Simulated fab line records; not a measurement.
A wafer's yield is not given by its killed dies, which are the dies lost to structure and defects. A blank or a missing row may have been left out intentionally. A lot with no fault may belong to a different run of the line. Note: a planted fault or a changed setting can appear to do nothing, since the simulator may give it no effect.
fab line records + flow gf180mcu
record:
- lots: 13
- wafers: 37
- last-day: 34
route steps=602 shown MVPSD@139 HV_LDD@198
lots untouched by any fault: they come from a run of this same line in which no faults occurred
start-h: hours from the record's first day to the start of the lot's first wafer shown + wait-h: hours from the lot's prior step to this one + " same as the row above + L1.1+2: a single row standing in for several wafers + - no value present, or no start provided + * or withheld: withheld + < > ~ a bound
route shown NAME@n: names a module that has steps shown in the file, with the first one's number in the route + usual: average and standard deviation across the fault-free wafers + same: alike in all rows + chamber/n: place in a boat + sites: per-site readings + _std_site: standard deviation across them + _edge_site: outer sites' mean less inner sites' + radius-mm: for every site, how far away it sits from the centre of the wafer + mask NAME#n: copy n + behind: tool/chamber where the wafer was last shaped + hold: why the lot went on hold/how many hours it stayed there/how the hold came to an end + device: which transistor (n, p or np) failed to switch + end of line: tests of these same wafers at the route's end + where a step has no rows: the recipe by itself + killed: count of dies lost to structure and defects at first sort (not the wafer's yield) + map: dies across one wafer; x = killed, . = not, _ = none there
set.NAME: the run value of the setting; set.NAME@STEP: its run value at that earlier step + model.NAME: the simulator's own value behind a step, which no gauge read
one table for each step of the route and one row for each wafer, over a sample of lots
services: when a tool's chamber went out of use (start-h, in hours from the record's first day, below 0 if earlier), for how many hours, and the reason
== steps ==
step: GF_VT_IMPLANT_RS_MEAS_49
recipe:
- thk-meas-gauge: four-point-probe
usual:
- MVPSD_RS: 1167.8/2.8
| lot.wafer | tool          | chamber | start-h | wait-h | MVPSD_RS[ohm/sq] |
|-----------|---------------|---------|---------|--------|------------------|
| L762.2    | film-metro-03 | -       | 165.70  | 0.1    | 1166.2           |
| L762.3    | "             | -       | "       | "      | 1165.7           |
| L762.5    | "             | -       | "       | "      | 1166.7           |
| L763.4    | film-metro-02 | -       | 174.91  | 0.1    | 1169.4           |
| L763.5    | "             | -       | "       | "      | 1168.1           |
| L763.6    | "             | -       | "       | "      | 1167.7           |
| L765.5    | film-metro-03 | -       | 187.10  | 0.1    | 1169.8           |
| L772.2    | film-metro-04 | -       | 234.37  | 0.1    | 1165.8           |
| L772.3    | "             | -       | "       | "      | 1169.8           |
| L772.5    | "             | -       | "       | "      | 1165.5           |
| L773.1    | film-metro-02 | -       | 240.17  | 0.1    | 1168.0           |
| L773.2    | "             | -       | "       | "      | 1171.3           |
| L773.6    | "             | -       | "       | "      | 1170.3           |
| L775.2    | film-metro-03 | -       | 253.68  | 0.1    | 1170.4           |
| L775.3    | "             | -       | "       | "      | 1163.3           |
| L775.5    | "             | -       | "       | "      | 1170.1           |
| L776.3    | film-metro-04 | -       | 260.15  | 0.1    | 1166.1           |
| L776.4    | "             | -       | "       | "      | 1171.0           |
| L776.6    | "             | -       | "       | "      | 1170.3           |
| L777.3    | film-metro-02 | -       | 266.50  | 0.1    | 1161.0           |
| L777.4    | "             | -       | "       | "      | 1166.3           |
| L777.5    | "             | -       | "       | "      | 1163.5           |
| L778.2    | film-metro-02 | -       | 273.08  | 0.1    | 1164.2           |
| L778.3    | "             | -       | "       | "      | 1166.2           |
| L778.6    | "             | -       | "       | "      | 1164.2           |
| L779.2    | film-metro-03 | -       | 281.91  | 0.1    | 1169.5           |
| L779.3    | "             | -       | "       | "      | 1171.1           |
| L779.5    | "             | -       | "       | "      | 1171.2           |
| L781.1    | film-metro-03 | -       | 294.49  | 0.1    | 1167.9           |
| L781.3    | "             | -       | "       | "      | 1168.5           |
| L781.5    | "             | -       | "       | "      | 1165.6           |
| L782.1    | film-metro-03 | -       | 301.36  | 0.1    | 1169.2           |
| L782.4    | "             | -       | "       | "      | 1166.3           |
| L782.5    | "             | -       | "       | "      | 1168.9           |
| L784.3    | film-metro-02 | -       | 312.77  | 0.1    | 1168.1           |
| L784.5    | "             | -       | "       | "      | 1168.1           |
| L784.6    | "             | -       | "       | "      | 1170.4           |
step: GF_HV_LDD_STRIP_22
recipe:
- chemistry: O2/N2
- power-w: 1400
- pressure-mtorr: 1500
- platen-temp-c: 250
- o2-flow-sccm: 3000
- n2-flow-sccm: 300
- overash-fraction: 0.5
usual:
- drypump-motor-current-A: 5.4/0.39
- heater-power-w: 322/28
- n2-flow-sccm: 300.0/0.87
- o2-flow-sccm: 3000/9.4
- oes-product-au: 0.716/0.0043
- strip-time-to-endpoint-s: 12.49/0.043
| lot.wafer | tool            | chamber | start-h | wait-h | drypump-motor-current-A | heater-power-w | n2-flow-sccm | o2-flow-sccm | oes-product-au | rf-hours-counter-h | strip-time-to-endpoint-s |
|-----------|-----------------|---------|---------|--------|-------------------------|----------------|--------------|--------------|----------------|--------------------|--------------------------|
| L762.2    | plasma-asher-01 | 1       | 242.34  | 0.1    | 5.6                     | 291            | 300.2        | 3001         | 0.714          | 12                 | 12.44                    |
| L762.3    | "               | 1       | "       | "      | 5.6                     | 288            | 299.2        | 2999         | 0.721          | -                  | 12.52                    |
| L762.5    | "               | 0       | "       | "      | 5.2                     | 327            | 299.7        | 2994         | 0.712          | -                  | 12.48                    |
| L763.4    | plasma-asher-01 | 0       | 254.01  | 0.1    | 5.2                     | 328            | 300.6        | 2997         | 0.716          | -                  | 12.53                    |
| L763.5    | "               | 1       | "       | "      | 5.6                     | 297            | 300.0        | 3001         | 0.717          | -                  | 12.50                    |
| L763.6    | "               | 0       | "       | "      | 5.2                     | 327            | 298.8        | 2997         | 0.712          | -                  | 12.51                    |
| L765.5    | plasma-asher-01 | 1       | 266.75  | 0.1    | 5.6                     | 297            | 300.0        | 3003         | 0.721          | -                  | 12.62                    |
| L772.2    | plasma-asher-01 | 1       | 319.43  | 0.1    | 5.6                     | 285            | 301.6        | 2995         | 0.723          | 20                 | 12.48                    |
| L772.3    | "               | 1       | "       | "      | 5.6                     | 284            | 300.4        | 2995         | 0.711          | -                  | 12.46                    |
| L772.5    | "               | 1       | "       | "      | 5.6                     | 293            | 300.1        | 3002         | 0.716          | -                  | 12.45                    |
| L773.1    | plasma-asher-04 | 0       | 327.13  | 0.1    | 5.8                     | 289            | 299.6        | 3004         | 0.722          | 55                 | 12.50                    |
| L773.2    | "               | 1       | "       | "      | 5.1                     | 315            | 299.9        | 3000         | 0.715          | 55                 | 12.44                    |
| L773.6    | "               | 0       | "       | "      | 5.8                     | 280            | 300.8        | 3009         | 0.709          | -                  | 12.49                    |
| L775.2    | plasma-asher-02 | 0       | 342.38  | 0.1    | 4.9                     | 356            | 299.0        | 2996         | 0.722          | 70                 | 12.47                    |
| L775.3    | "               | 1       | "       | "      | 6.0                     | 334            | 299.1        | 2987         | 0.719          | -                  | 12.50                    |
| L775.5    | "               | 0       | "       | "      | 4.9                     | 353            | 301.0        | 2998         | 0.711          | -                  | 12.48                    |
| L776.3    | plasma-asher-02 | 1       | 349.81  | 0.1    | 6.0                     | 350            | 299.9        | 3018         | 0.720          | -                  | 12.47                    |
| L776.4    | "               | 0       | "       | "      | 4.9                     | 368            | 301.1        | 3000         | 0.709          | -                  | 12.49                    |
| L776.6    | "               | 0       | "       | "      | 4.9                     | 357            | 299.3        | 2990         | 0.723          | -                  | 12.49                    |
| L777.3    | plasma-asher-01 | 0       | 355.78  | 0.1    | 5.3                     | 333            | 299.6        | 3008         | 0.707          | -                  | 12.46                    |
| L777.4    | "               | 1       | "       | "      | 5.6                     | 293            | 299.4        | 3008         | 0.716          | -                  | 12.47                    |
| L777.5    | "               | 0       | "       | "      | 5.2                     | 324            | 299.1        | 2982         | 0.712          | -                  | 12.46                    |
| L778.2    | plasma-asher-04 | 1       | 363.58  | 0.1    | 5.1                     | 319            | 299.9        | 3002         | 0.710          | 58                 | 12.48                    |
| L778.3    | "               | 1       | "       | "      | 5.1                     | 326            | 301.4        | 2991         | 0.714          | -                  | 12.51                    |
| L778.6    | "               | 1       | "       | "      | 5.2                     | 315            | 301.4        | 3000         | 0.715          | -                  | 12.50                    |
| L779.2    | plasma-asher-02 | 0       | 373.77  | 0.1    | 4.9                     | 357            | 297.9        | 3001         | 0.714          | 74                 | 12.42                    |
| L779.3    | "               | 0       | "       | "      | 4.9                     | 357            | 297.9        | 2986         | 0.721          | -                  | 12.44                    |
| L779.5    | "               | 1       | "       | "      | 6.0                     | 343            | 299.5        | 2999         | 0.719          | -                  | 12.47                    |
| L781.1    | plasma-asher-04 | 1       | 387.78  | 0.1    | 5.1                     | 320            | 299.9        | 3002         | 0.715          | 61                 | 12.40                    |
| L781.3    | "               | 0       | "       | "      | 5.8                     | 285            | 301.2        | 2994         | 0.718          | -                  | 12.41                    |
| L781.5    | "               | 0       | "       | "      | 5.8                     | 286            | 300.2        | 2996         | 0.718          | -                  | 12.40                    |
| L782.1    | plasma-asher-01 | 0       | 394.77  | 0.1    | 5.2                     | 335            | 298.9        | 3006         | 0.720          | 27                 | 12.48                    |
| L782.4    | "               | 1       | "       | "      | 5.6                     | 296            | 301.2        | 2992         | 0.719          | -                  | 12.47                    |
| L782.5    | "               | 1       | "       | "      | 5.6                     | 290            | 300.4        | 2987         | 0.716          | -                  | 12.49                    |
| L784.3    | plasma-asher-02 | 1       | 409.91  | 0.1    | 6.0                     | 357            | 300.5        | 3015         | 0.713          | -                  | 12.46                    |
| L784.5    | "               | 1       | "       | "      | 6.0                     | 347            | 301.1        | 3011         | 0.716          | -                  | 12.46                    |
| L784.6    | "               | 0       | "       | "      | 4.9                     | 355            | 300.2        | 2995         | 0.719          | -                  | 12.43                    |
step: GF_HV_LDD_IMPLANT_33
recipe:
- species: P
- energy-kev: 60
- dose-cm2: 7.5e+12
- tilt-deg: 30
- rotation-deg: 0
| lot.wafer  | tool         | chamber | start-h | wait-h |
|------------|--------------|---------|---------|--------|
| L762.2+3+5 | implanter-04 | 0       | 260.92  | 0.0    |
| L763.4+5+6 | implanter-04 | 0       | 273.12  | 0.1    |
| L765.5     | implanter-04 | 0       | 286.53  | 0.1    |
| L772.2+3+5 | implanter-01 | 0       | 341.25  | 0.0    |
| L773.1+2+6 | implanter-02 | 0       | 348.16  | 0.0    |
| L775.2+3+5 | implanter-01 | 0       | 364.05  | 0.0    |
| L776.3+4+6 | implanter-02 | 0       | 371.97  | 0.1    |
| L777.3+4+5 | implanter-01 | 0       | 377.67  | 0.1    |
| L778.2+3+6 | implanter-02 | 0       | 385.85  | 0.0    |
| L779.2+3+5 | implanter-04 | 0       | 396.15  | 0.0    |
| L781.1+3+5 | implanter-04 | 0       | 410.47  | 0.0    |
| L782.1+4+5 | implanter-02 | 0       | 417.89  | 0.0    |
| L784.3+5+6 | implanter-02 | 0       | 434.09  | 0.1    |
step: GF_HV_LDD_RS_MEAS_53
recipe:
- thk-meas-gauge: four-point-probe
usual:
- HV_LDD_RS: 418.8/0.87
| lot.wafer | tool          | chamber | start-h | wait-h | hold                     | HV_LDD_RS[ohm/sq] |
|-----------|---------------|---------|---------|--------|--------------------------|-------------------|
| L762.2    | film-metro-03 | -       | 281.33  | 0.1    | -                        | 417.7             |
| L762.3    | "             | -       | "       | "      | -                        | 417.3             |
| L762.5    | "             | -       | "       | "      | -                        | 417.0             |
| L763.4    | film-metro-02 | -       | 293.76  | 0.1    | -                        | 419.8             |
| L763.5    | "             | -       | "       | "      | -                        | 420.3             |
| L763.6    | "             | -       | "       | "      | -                        | 418.7             |
| L765.5    | film-metro-04 | -       | 308.28  | 0.1    | await-dispo/0.2h/release | 423.2             |
| L765.5    | film-metro-04 | -       | 308.64  | 0.3    | -                        | 422.6             |
| L772.2    | film-metro-04 | -       | 364.18  | 0.1    | -                        | 419.1             |
| L772.3    | "             | -       | "       | "      | -                        | 418.3             |
| L772.5    | "             | -       | "       | "      | -                        | 417.7             |
| L773.1    | film-metro-04 | -       | 371.40  | 0.1    | -                        | 418.8             |
| L773.2    | "             | -       | "       | "      | -                        | 418.1             |
| L773.6    | "             | -       | "       | "      | -                        | 419.5             |
| L775.2    | film-metro-02 | -       | 387.67  | 0.1    | -                        | 419.0             |
| L775.3    | "             | -       | "       | "      | -                        | 419.0             |
| L775.5    | "             | -       | "       | "      | -                        | 419.0             |
| L776.3    | film-metro-03 | -       | 395.39  | 0.1    | -                        | 418.3             |
| L776.4    | "             | -       | "       | "      | -                        | 418.6             |
| L776.6    | "             | -       | "       | "      | -                        | 419.0             |
| L777.3    | film-metro-04 | -       | 401.13  | 0.1    | -                        | 418.8             |
| L777.4    | "             | -       | "       | "      | -                        | 418.5             |
| L777.5    | "             | -       | "       | "      | -                        | 420.0             |
| L778.2    | film-metro-03 | -       | 409.87  | 0.1    | -                        | 418.6             |
| L778.3    | "             | -       | "       | "      | -                        | 418.3             |
| L778.6    | "             | -       | "       | "      | -                        | 419.0             |
| L779.2    | film-metro-03 | -       | 420.29  | 0.1    | -                        | 417.9             |
| L779.3    | "             | -       | "       | "      | -                        | 417.9             |
| L779.5    | "             | -       | "       | "      | -                        | 418.2             |
| L781.1    | film-metro-04 | -       | 436.02  | 0.1    | -                        | 419.4             |
| L781.3    | "             | -       | "       | "      | -                        | 418.7             |
| L781.5    | "             | -       | "       | "      | -                        | 418.5             |
| L782.1    | film-metro-02 | -       | 443.45  | 0.1    | -                        | 416.4             |
| L782.4    | "             | -       | "       | "      | -                        | 417.3             |
| L782.5    | "             | -       | "       | "      | -                        | 417.3             |
| L784.3    | film-metro-03 | -       | 459.70  | 0.1    | -                        | 418.7             |
| L784.5    | "             | -       | "       | "      | -                        | 419.1             |
| L784.6    | "             | -       | "       | "      | -                        | 418.4             |
step: GF_HV_LDD_THK_MEAS_57
recipe:
- reads: Si3N4_of_HV_LDD_CVD_56
usual:
- HV_LDD_CVD_56_THK: 89.8/0.73
| lot.wafer | tool          | chamber | start-h | wait-h | HV_LDD_CVD_56_THK[nm] |
|-----------|---------------|---------|---------|--------|-----------------------|
| L762.2    | film-metro-02 | -       | 283.95  | 0.0    | 88.4                  |
| L762.3    | "             | -       | "       | "      | 89.0                  |
| L762.5    | "             | -       | "       | "      | 89.5                  |
| L763.4    | film-metro-03 | -       | 297.08  | 0.0    | 89.6                  |
| L763.5    | "             | -       | "       | "      | 90.0                  |
| L763.6    | "             | -       | "       | "      | 89.1                  |
| L765.5    | film-metro-02 | -       | 314.09  | 0.1    | 89.5                  |
| L772.2    | film-metro-02 | -       | 366.80  | 0.0    | 89.1                  |
| L772.3    | "             | -       | "       | "      | 88.8                  |
| L772.5    | "             | -       | "       | "      | 88.9                  |
| L773.1    | film-metro-02 | -       | 375.26  | 0.0    | 89.4                  |
| L773.2    | "             | -       | "       | "      | 89.7                  |
| L773.6    | "             | -       | "       | "      | 89.7                  |
| L775.2    | film-metro-03 | -       | 390.29  | 0.0    | 90.1                  |
| L775.3    | "             | -       | "       | "      | 90.7                  |
| L775.5    | "             | -       | "       | "      | 90.5                  |
| L776.3    | film-metro-03 | -       | 399.10  | 0.0    | 90.3                  |
| L776.4    | "             | -       | "       | "      | 90.1                  |
| L776.6    | "             | -       | "       | "      | 90.3                  |
| L777.3    | film-metro-02 | -       | 404.45  | 0.0    | 89.7                  |
| L777.4    | "             | -       | "       | "      | 89.1                  |
| L777.5    | "             | -       | "       | "      | 89.8                  |
| L778.2    | film-metro-03 | -       | 412.49  | 0.0    | 89.9                  |
| L778.3    | "             | -       | "       | "      | 89.5                  |
| L778.6    | "             | -       | "       | "      | 90.2                  |
| L779.2    | film-metro-02 | -       | 422.91  | 0.0    | 89.7                  |
| L779.3    | "             | -       | "       | "      | 90.2                  |
| L779.5    | "             | -       | "       | "      | 89.5                  |
| L781.1    | film-metro-03 | -       | 438.65  | 0.0    | 90.1                  |
| L781.3    | "             | -       | "       | "      | 89.4                  |
| L781.5    | "             | -       | "       | "      | 90.3                  |
| L782.1    | film-metro-02 | -       | 446.08  | 0.0    | 90.3                  |
| L782.4    | "             | -       | "       | "      | 90.3                  |
| L782.5    | "             | -       | "       | "      | 91.2                  |
| L784.3    | film-metro-03 | -       | 463.03  | 0.0    | 89.1                  |
| L784.5    | "             | -       | "       | "      | 89.0                  |
| L784.6    | "             | -       | "       | "      | 89.0                  |
== services ==
| tool            | chamber | start-h | hours | kind   |
|-----------------|---------|---------|-------|--------|
| implanter-02    | -       | 220.55  | 16.7  | pm     |
| implanter-04    | -       | 229.27  | 6.0   | pm     |
| implanter-01    | -       | 231.41  | 99.8  | repair |
| implanter-02    | -       | 237.29  | 3.8   | pm     |
| implanter-04    | -       | 244.03  | 2.1   | repair |
| plasma-asher-01 | -       | 268.19  | 0.4   | repair |
| implanter-02    | -       | 297.01  | 2.0   | repair |
| implanter-01    | -       | 309.04  | 1.6   | repair |
| implanter-04    | -       | 338.05  | 27.8  | repair |
| implanter-01    | -       | 382.87  | 2.7   | repair |
| implanter-02    | -       | 410.39  | 1.0   | repair |
| implanter-02    | -       | 412.74  | 2.7   | repair |
| implanter-04    | -       | 422.87  | 15.8  | pm     |
== key ==
first-sign:
- step: GF_HV_LDD_RS_MEAS_53
- reading: visit
- direction: added
effect:
- step: GF_HV_LDD_RS_MEAS_53
- reading: HV_LDD_RS
- direction: up
- sigmas: 5.1
- usual: 418.8
- struck: 423.2
met-at GF_HV_LDD_IMPLANT_33
struck-lots L765
struck-wafers L765.5
tester-left-out L765
not-acting-at GF_VT_IMPLANT_RS_MEAS_49,GF_HV_LDD_STRIP_22,GF_HV_LDD_THK_MEAS_57
onset-between 273.12 286.53
fault:
- kind: process-parameter-drift
- tool: implanter-04
- chamber: -
- onset-h: 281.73
- steps: GF_HV_LDD_IMPLANT_33
- channel: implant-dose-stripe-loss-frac
- offset: 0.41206
- shape: step
- end-h: 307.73
- scope: struck-wafers-only
tester-left-out: of these lots the tester's yield and bins aren't shown, on N5 and GAA mostly nor the transistor test; their killed dies are dies lost to structure and defects alone, not to doping, threshold or leakage, so they don't give the yield
